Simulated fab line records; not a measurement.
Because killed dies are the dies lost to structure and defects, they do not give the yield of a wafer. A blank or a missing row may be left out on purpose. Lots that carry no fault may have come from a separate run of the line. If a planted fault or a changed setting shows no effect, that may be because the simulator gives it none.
A struck lot beside a sound one | flow sky130 | 43 out of 708 route steps
Sound: these wafers, L236.1, L236.3, L236.5. Wafers L243.1, L243.3, L243.6 were the ones struck. Last of all comes the cause.
At each step with rows: each side's tool, then ch and its chambers, then its first start. Under that, the readings that differ: sound wafers | struck wafers | difference of the means | sigmas: that difference in standard deviations of wafers without a fault.
alike: words and numbers the same on both sides, and readings whose means are apart by under 2 such deviations; not compared: readings that were withheld, readings missing a value for some wafer, numbers with overlapping values and no deviation given by the record, and bounds like >300 which may hide the same value.
A row with sigmas, a row that says differs or no value, or rows on one side alone: a step with any of these is where the two part. When numbers do not overlap yet have no deviation, they are printed without sigmas and do not part them. A reading missing from all wafers of one side parts the sides only when that side holds two or more wafers.

first, 5 steps without rows for these wafers: SKY_VIA3_COAT_07 (resist thk 450 nm); SKY_VIA3_SOFTBAKE_08 (time 90 s); SKY_VIA3_EXPOSE_09 (exposes mask VIM3, target cd 200 nm); SKY_VIA3_PEB_10; SKY_VIA3_DEVELOP_11 (develop time 60 s).
SKY_VIA3_CD_MEAS_12 targets a cd of 200 nm.
  sound on cd_sem-01, day 40 22:02; struck on cd_sem-02, day 42 18:51
  alike: cd_nm
SKY_VIA3_OVL_MEAS_13:
  sound on overlay-02, day 40 22:10; struck on overlay-02, day 42 18:58
  alike: VIA3_OVL
then, 5 steps without rows for these wafers: SKY_VIA3_ETCH_14 (etches BARC in N2/H2, stops on SiO2, time 45.9 s, target depth 60 nm); SKY_VIA3_ETCH_15 (etches SiO2 in C4F8/O2/Ar, stops on TiN, target depth 507 nm, time 78 s); SKY_VIA3_STRIP_16 (strips in O2/N2); SKY_VIA3_STRIP_17 (strips in post etch residue remover, time 1200 s); SKY_VIA3_CLEAN_18 (cleans in IPA, time 180 s).
SKY_VIA3_CLEAN_19: cleans in O3/DIW.
  sound on wet_bench-04 ch 1, day 40 22:49; struck on wet_bench-01 ch 1, day 42 19:39
SKY_VIA3_SPUTTER_20: material TiN, target thk 20 nm, time 80 s.
  sound on pvd_sputter-03, day 40 22:55; struck on pvd_sputter-02, day 42 19:45
  alike: throttle_valve_pct
then, 1 step without rows for these wafers: SKY_VIA3_CVD_21 (deposits W, target thk 390 nm, time 117.31 s).
SKY_VIA3_RS_MEAS_22: measures by four-point-probe.
  sound on film_metro-02, day 40 23:07; struck on film_metro-02, day 42 19:56
  alike: VIA3_W_RS
SKY_VIA3_THK_MEAS_23: measures by xrf.
  sound on film_metro-02, day 40 23:14; struck on film_metro-02, day 42 20:03
  alike: VIA3_W_THK
SKY_VIA3_CMP_24: polishes, stops on SiO2, t overpolish 20 s, target thk 0 nm.
  sound on cmp-01 ch 0,2,3, day 40 23:20; struck on cmp-02 ch 1,2, day 42 20:10
  alike: edge_zone_pressure_frac, motor_current_A, overpolish_run_s, slurry_flow_ml_min, time_to_endpoint_s
then, 2 steps without rows for these wafers: SKY_METAL4_SPUTTER_00 (material Ti, target thk 15 nm, time 10 s); SKY_METAL4_SPUTTER_01 (material TiN, target thk 20 nm, time 16.7 s).
SKY_METAL4_SPUTTER_02: material AlCu, target thk 735 nm, time 39.1 s.
  sound on pvd_sputter-03, day 40 23:41; struck on pvd_sputter-03, day 42 20:28
  alike: throttle_valve_pct
SKY_METAL4_SPUTTER_03: material Ti, target thk 5 nm, time 3.3 s.
  sound on pvd_sputter-03, day 40 23:44; struck on pvd_sputter-03, day 42 20:30
  alike: throttle_valve_pct
then, 2 steps without rows for these wafers: SKY_METAL4_SPUTTER_04 (material TiN, target thk 70 nm, time 58.3 s); SKY_CAP2M_CVD_00 (deposits SiO2, target thk 15.5 nm).
SKY_CAP2M_THK_MEAS_01:
  sound on film_metro-01, day 40 23:50; struck on film_metro-04, day 42 20:36
  alike: CAP2M_CVD_00_THK
then, 1 step without rows for these wafers: SKY_CAP2M_SPUTTER_02 (material TiN, target thk 200 nm, time 166.7 s).
SKY_CAP2M_RS_MEAS_03: measures by four-point-probe.
  sound on film_metro-01, day 41 00:00; struck on film_metro-01, day 42 20:46
  alike: CAP2M_TIN_RS
SKY_CAP2M_THK_MEAS_04: measures by xrf.
  sound on film_metro-01, day 41 00:07; struck on film_metro-01, day 42 20:53
  alike: CAP2M_TIN_THK
then, 7 steps without rows for these wafers: SKY_CAP2M_DEHYDRATE_05 (time 60 s); SKY_CAP2M_HMDS_06 (prime time 60 s); SKY_CAP2M_COAT_07 (resist thk 1140 nm); SKY_CAP2M_SOFTBAKE_08 (time 60 s); SKY_CAP2M_EXPOSE_09 (exposes mask CAP2M, target cd 1000 nm); SKY_CAP2M_PEB_10; SKY_CAP2M_DEVELOP_11 (develop time 60 s).
SKY_CAP2M_OVL_MEAS_12:
  sound on overlay-01, day 41 23:50; struck on overlay-02, day 43 19:32
  alike: CAP2M_OVL
SKY_CAP2M_METAL_ETCH_13: etches TiN in Cl2/BCl3, stops on SiO2, target depth 220 nm, time 62.9 s.
  sound on rie_metal-02 ch 0,1, day 41 23:52; struck on rie_metal-01 ch 0,1, day 43 19:34
  alike: drypump_motor_current_A, oes_product_au, throttle_valve_pct
  not compared: rf_hours_counter_h
then, 5 steps without rows for these wafers: SKY_CAP2M_STRIP_14 (strips in O2/N2); SKY_CAP2M_STRIP_15 (strips in post etch residue remover, time 1200 s); SKY_CAP2M_CLEAN_16 (cleans in IPA, time 180 s); SKY_CAP2M_CLEAN_17 (cleans in O3/DIW); SKY_METAL4_DEHYDRATE_05 (time 60 s).
-- the record jumps here: 5 days lie between the struck wafers' starts before and after (it left off in module METAL4 and takes up again in module PAD_OPEN, whose first step shown is number 708 of the route) --
SKY_PAD_OPEN_PROBE_99:
  sound on prober-01, day 46 21:53; struck on prober-02, day 48 09:18
  reading                               | sound               | struck                                                                     | difference                   | sigmas
  hold                                  | - - -               | await_dispo/5.0h/release await_dispo/5.0h/release await_dispo/5.0h/release | no value on the sound wafers |
  defect_limited_yield (%)              | 83.5 82.1 82.9      | 72.0 73.2 73.8                                                             | -9.8                         | -5
  killed_at_M0_to_M3                    | 42 41 38            | 100 102 104                                                                | +62                          | +9
  killed_at_other                       | 0 0 0               | 1 1 1                                                                      | +1                           | +2
  killed_dies                           | 81 88 84            | 138 132 129                                                                | +49                          | +5
  sort_bin_3_pad_short (%)              | 1.0 0.6 0.6         | 4.9 5.7 3.7                                                                | +4.0                         | +9
  sort_bin_5_function (%)               | 10.4 11.2 11.0      | 15.4 16.1 14.6                                                             | +4.5                         | +3
  sort_n_pass                           | 411 404 408         | 354 360 363                                                                | -49                          | -5
  sort_yield_pct (%)                    | 83.5 82.1 82.9      | 72.0 73.2 73.8                                                             | -9.8                         | -5
  model.etest.tester.sort_n_pass        | 411 404 408         | 354 360 363                                                                | -49                          |
  model.etest.tester.sort_yield_pct (%) | 83.54 82.11 82.93   | 71.95 73.17 73.78                                                          | -9.89                        |
  model.etest.tester.sort_bin_5_pct (%) | 10.37 11.18 10.98   | 15.45 16.06 14.63                                                          | +4.54                        |
  model.etest.tester.sort_bin_3_pct (%) | 1.016 0.6098 0.6098 | 4.878 5.691 3.659                                                          | +3.997                       |
  alike: killed_at_M4_up, killed_at_contacts, killed_at_front_end, killed_open, killed_short, sort_bin_6_memory

## WHERE THEY PART
At SKY_PAD_OPEN_PROBE_99 and nowhere else, as far as this record goes.

WHY: the cause the simulator had injected
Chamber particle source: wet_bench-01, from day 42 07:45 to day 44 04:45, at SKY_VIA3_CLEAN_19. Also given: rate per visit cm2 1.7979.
